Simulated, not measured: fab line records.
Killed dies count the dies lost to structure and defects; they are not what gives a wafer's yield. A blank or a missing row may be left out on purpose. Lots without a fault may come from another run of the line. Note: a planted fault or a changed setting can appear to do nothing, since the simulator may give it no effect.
The tool behind it: which one? | flow sky130 | 12 lots, 36 wafers sampled, at 4 steps of a route of 708

== WHAT THE GAUGES READ, wafer by wafer ==
SKY_CONTACT_BOW_MEAS_05. Usual: for CONTACT_BOW the level is 82 um and the standard deviation is 7.2.
lot  | measured     | on           | CONTACT_BOW (um) | flag
L393 | day 28 04:50 | filmMetro-01 | 75 87 61         | 
L399 | day 29 07:21 | filmMetro-03 | 98 80 92         | 
L400 | day 29 22:49 | filmMetro-03 | 72 75 71         | 
L403 | day 30 10:35 | filmMetro-04 | 79 89 86         | 
L406 | day 31 12:00 | filmMetro-01 | 82 84 73         | 
L409 | day 32 16:04 | filmMetro-04 | 83 86 86         | 
L410 | day 32 21:23 | filmMetro-03 | 76 84 79         | 
L413 | day 40 15:49 | filmMetro-01 | 89 88 70         | 
L411 | day 40 19:51 | filmMetro-03 | 77 86 90         | 
L412 | day 40 21:49 | filmMetro-03 | 88 79 78         | 
L415 | day 40 23:25 | filmMetro-03 | 86 91 73         | 
L416 | day 41 01:26 | filmMetro-03 | 74 96 77         | 

SKY_METAL1_RS_MEAS_05: measurement is done with a four-point probe. Usual: for METAL1_ALCU_RS the level is 0.1268 ohm/sq and the standard deviation is 0.0015.
lot  | measured     | on           | METAL1_ALCU_RS (ohm/sq) | flag
L393 | day 29 10:18 | filmMetro-03 | 0.1279 0.1297 0.1303    | 
L399 | day 30 14:05 | filmMetro-02 | 0.1240 0.1267 0.1249    | 
L400 | day 31 05:44 | filmMetro-03 | 0.1263 0.1250 0.1259    | 
L403 | day 31 18:02 | filmMetro-01 | 0.1285 0.1284 0.1274    | 
L406 | day 32 18:44 | filmMetro-02 | 0.1271 0.1261 0.1264    | 
L409 | day 33 19:04 | filmMetro-03 | 0.1270 0.1278 0.1281    | 
L410 | day 34 00:53 | filmMetro-02 | 0.1265 0.1258 0.1261    | 
L413 | day 41 18:30 | filmMetro-02 | 0.1248 0.1262 0.1249    | 
L411 | day 41 22:35 | filmMetro-02 | 0.1262 0.1240 0.1253    | 
L412 | day 42 01:18 | filmMetro-02 | 0.1242 0.1261 0.1249    | 
L415 | day 42 02:45 | filmMetro-01 | 0.1276 0.1260 0.1280    | 
L416 | day 42 04:34 | filmMetro-03 | 0.1274 0.1278 0.1265    | 

== EACH LOT AND THE TOOL THAT RAN IT (in order: tool; ch and the chambers of the sampled wafers; start) ==
lot  | SKY_CONTACT_CMP_27            | SKY_METAL1_SPUTTER_01
L393 | cmp-02 ch 0,1,2, day 29 09:52 | pvdSputter-04, day 29 10:11
L399 | cmp-01 ch 1,2,3, day 30 13:42 | pvdSputter-01, day 30 13:58
L400 | cmp-01 ch 0,2,3, day 31 05:19 | pvdSputter-04, day 31 05:35
L403 | cmp-02 ch 0,2,3, day 31 17:38 | pvdSputter-04, day 31 17:55
L406 | cmp-01 ch 0,1,3, day 32 18:17 | pvdSputter-04, day 32 18:37
L409 | cmp-01 ch 0,3, day 33 18:41   | pvdSputter-04, day 33 18:57
L410 | cmp-02 ch 2,3, day 34 00:26   | pvdSputter-04, day 34 00:46
L413 | cmp-01 ch 1,2,3, day 41 18:02 | pvdSputter-02, day 41 18:22
L411 | cmp-02 ch 0,1,2, day 41 22:07 | pvdSputter-01, day 41 22:26
L412 | cmp-02 ch 0,1,3, day 42 00:50 | pvdSputter-01, day 42 01:10
L415 | cmp-01 ch 0,3, day 42 02:17   | pvdSputter-02, day 42 02:37
L416 | cmp-01 ch 0,1,2, day 42 04:13 | pvdSputter-04, day 42 04:26
- SKY_CONTACT_CMP_27: polishes, stops on SiO2, t overpolish 15 s, target thk 0 nm.
- SKY_METAL1_SPUTTER_01: material TiN, target thk 20 nm, time 16.7 s.

== WHAT THE TOOLS THEMSELVES READ (means of the sampled wafers that have a number; where no wafer has one, the mark that the record gives instead) ==
SKY_CONTACT_CMP_27. Usual: headPressurePsi 3.500 psi, standard deviation 0.0086; motorCurrentA 10.8 A, standard deviation 0.86; overpolishRunS 15.000 s, standard deviation 0.01; timeToEndpointS 82 s, standard deviation 3.4.
lot  | tool   | headPressurePsi (psi) | motorCurrentA (A) | overpolishRunS (s) | timeToEndpointS (s) | flag
L393 | cmp-02 | 3.498                 | 11.3              | 14.995             | 80                  | 
L399 | cmp-01 | 3.502                 | 11.0              | 14.999             | 86                  | 
L400 | cmp-01 | 3.505                 | 10.4              | 15.004             | 79                  | 
L403 | cmp-02 | 3.502                 | 11.5              | 14.993             | 81                  | 
L406 | cmp-01 | 3.506                 | 10.7              | 15.002             | 82                  | 
L409 | cmp-01 | 3.501                 | 10.2              | 15.003             | 81                  | 
L410 | cmp-02 | 3.489                 | 11.3              | 15.018             | 83                  | 
L413 | cmp-01 | 3.498                 | 10.9              | 15.003             | 82                  | 
L411 | cmp-02 | 3.506                 | 10.9              | 15.002             | 79                  | 
L412 | cmp-02 | 3.502                 | 10.7              | 15.001             | 79                  | 
L415 | cmp-01 | 3.509                 | 10.0              | 15.001             | 80                  | 
L416 | cmp-01 | 3.494                 | 10.5              | 14.999             | 79                  | 

SKY_METAL1_SPUTTER_01. Usual: cathodeDcPowerW 6500.2 W, standard deviation 1.1; throttleValvePct 29.5 %, standard deviation 1.3.
lot  | tool          | cathodeDcPowerW (W) | throttleValvePct (%) | flag
L393 | pvdSputter-04 | 6500.3              | 29.8                 | 
L399 | pvdSputter-01 | 6501.1              | 30.0                 | 
L400 | pvdSputter-04 | 6501.4              | 28.5                 | 
L403 | pvdSputter-04 | 6500.9              | 29.6                 | 
L406 | pvdSputter-04 | 6500.2              | 28.1                 | 
L409 | pvdSputter-04 | 7271.2              | 29.8                 | OFF
L410 | pvdSputter-04 | 7270.2              | 29.4                 | OFF
L413 | pvdSputter-02 | 6500.6              | 29.8                 | 
L411 | pvdSputter-01 | 6500.5              | 30.4                 | 
L412 | pvdSputter-01 | 6499.5              | 29.1                 | 
L415 | pvdSputter-02 | 6499.9              | 29.6                 | 
L416 | pvdSputter-04 | 6499.7              | 28.5                 | 

== THE ANSWER, worked out from the rows above alone ==
Rule: take the mean of a lot's wafers that have a number; if it is more than 3 standard deviations from the usual mean, the lot is off. Also off: a lot with no number at a reading for which 4 or more lots have one. Any other lot the step has rows for is counted as sound. Order of review: gauges by route order, followed by the tools' own readings, for which a lot's mean as printed above is used. The first step at which some lot is off is used, and at that step the reading that is off furthest; a lot without a number counts as furthest.
Off at SKY_METAL1_SPUTTER_01 (cathodeDcPowerW): L409, L410.
A tool fits if, at that step or a process step before it, it ran every lot that is off, and no sound lot after the first of them. None of those tried fits.

== WHAT THE SIMULATOR HAD INSERTED ==
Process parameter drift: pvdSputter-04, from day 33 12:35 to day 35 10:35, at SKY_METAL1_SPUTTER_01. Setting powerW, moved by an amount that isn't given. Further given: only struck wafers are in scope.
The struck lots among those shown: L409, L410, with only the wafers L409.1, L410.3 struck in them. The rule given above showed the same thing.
